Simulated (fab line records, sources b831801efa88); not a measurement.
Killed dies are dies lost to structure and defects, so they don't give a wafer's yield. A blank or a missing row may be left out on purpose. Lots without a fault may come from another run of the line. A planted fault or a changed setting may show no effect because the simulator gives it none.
Problem report in the 8D (eight disciplines) form, filled by code | flow sky130 | the parts of the form that need people (team, actions taken, sign-off) are left out

1. THE PROBLEM
VIA4_W_RS at SKY_VIA4_RS_MEAS_19 reads a mean of 0.142 ohm/sq on 2 wafers of 2 lots; wafers without a fault read 0.227 ohm/sq with a standard deviation of 0.0037. That is -23 standard deviations from the usual mean.
The step: measures by four-point-probe.
First seen on wafer L943.4, day 45 18:24, on film_metro-04. The record holds 30 wafers of 10 lots with a number at this step. Rule for "out", or "out of limits": more than 4 standard deviations from the usual mean. The other wafers with a number count as sound.

2. WHAT IT IS AND WHAT IT IS NOT
question                    | is                           | is not
which readings at this step | VIA4_W_RS                    | -
which lots                  | L943, L944                   | L934, L935, L936, L939, L947, L953, L955, L957
which wafers of those lots  | L943.4, L944.4               | L943.3, L943.6, L944.3, L944.6
read on which gauges        | film_metro-03, film_metro-04 | film_metro-02
when                        | from day 45 18:24            | up to then (14 sound wafers); but 14 sound wafers of L944, L947, L953, L955, L957 came after

3. SUSPECTS, AND WHAT RULES EACH OUT
Counting: a tool at a process step up to the reading stays a suspect if it ran every lot that is out. Sound lots after the first of them don't rule it out here, since some wafers of a struck lot are sound.
- the gauge at SKY_VIA4_RS_MEAS_19: ruled out. The wafers that are out were read on 2 gauges (film_metro-03, film_metro-04).
- cvd_w-02 at SKY_VIA4_CVD_18 (deposits W, target thk 505 nm, time 152.14 s): kept. It ran every lot that is out, first L943 (day 45 18:16); its last sound lot up to then is L936 (day 43 11:39).
Left after counting: cvd_w-02 at SKY_VIA4_CVD_18.

4. THE CAUSE (what the simulator had put in)
Process parameter drift: cvd_w-02, from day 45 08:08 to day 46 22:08, at SKY_VIA4_CVD_18. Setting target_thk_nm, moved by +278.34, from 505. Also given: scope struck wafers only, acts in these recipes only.
Counting left only this tool.

5. THE CHAIN OF EFFECTS, in route order
Each row: a reading whose mean over the struck wafers that have a number lies more than 3 standard deviations from the usual. Only readings for which the record gives a usual standard deviation are gone through. hours: the time from each lot's start at the first step in this table that gives one to its start at this step, as a median over the lots. sigmas: the change in usual standard deviations.
hours | step                 | reading            | usual        | on struck wafers | change | sigmas
0     | SKY_VIA4_RS_MEAS_19  | VIA4_W_RS          | 0.227 ohm/sq | 0.142            | -0.085 | -23
0     | SKY_VIA4_THK_MEAS_20 | VIA4_W_THK         | 495 nm       | 789              | +294   | +34
0     | SKY_VIA4_CMP_21      | time_to_endpoint_s | 122 s        | 196              | +74    | +16
The process steps in it:
- SKY_VIA4_CMP_21: polishes, stops on SiO2, t overpolish 25 s, target thk 0 nm.
Later measuring or inspecting steps at which every struck wafer that the step has a row for has a number for every such reading, and none has moved that far: SKY_METAL5_RS_MEAS_05.

6. WHAT WOULD HAVE CAUGHT IT SOONER
In this record the first reading out of limits at a measuring or inspecting step was taken at day 45 18:24, 10 hours after the fault began at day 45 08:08.
Of the tool readings at SKY_VIA4_CVD_18 for which the record gives a usual standard deviation, none was out on any struck wafer, so an alarm limit of 4 standard deviations on them would not have fired.
Of the lots that are out (2), L944 began SKY_VIA4_CVD_18 on cvd_w-02 after day 45 18:24. A hold on the tool at that time would have spared it.
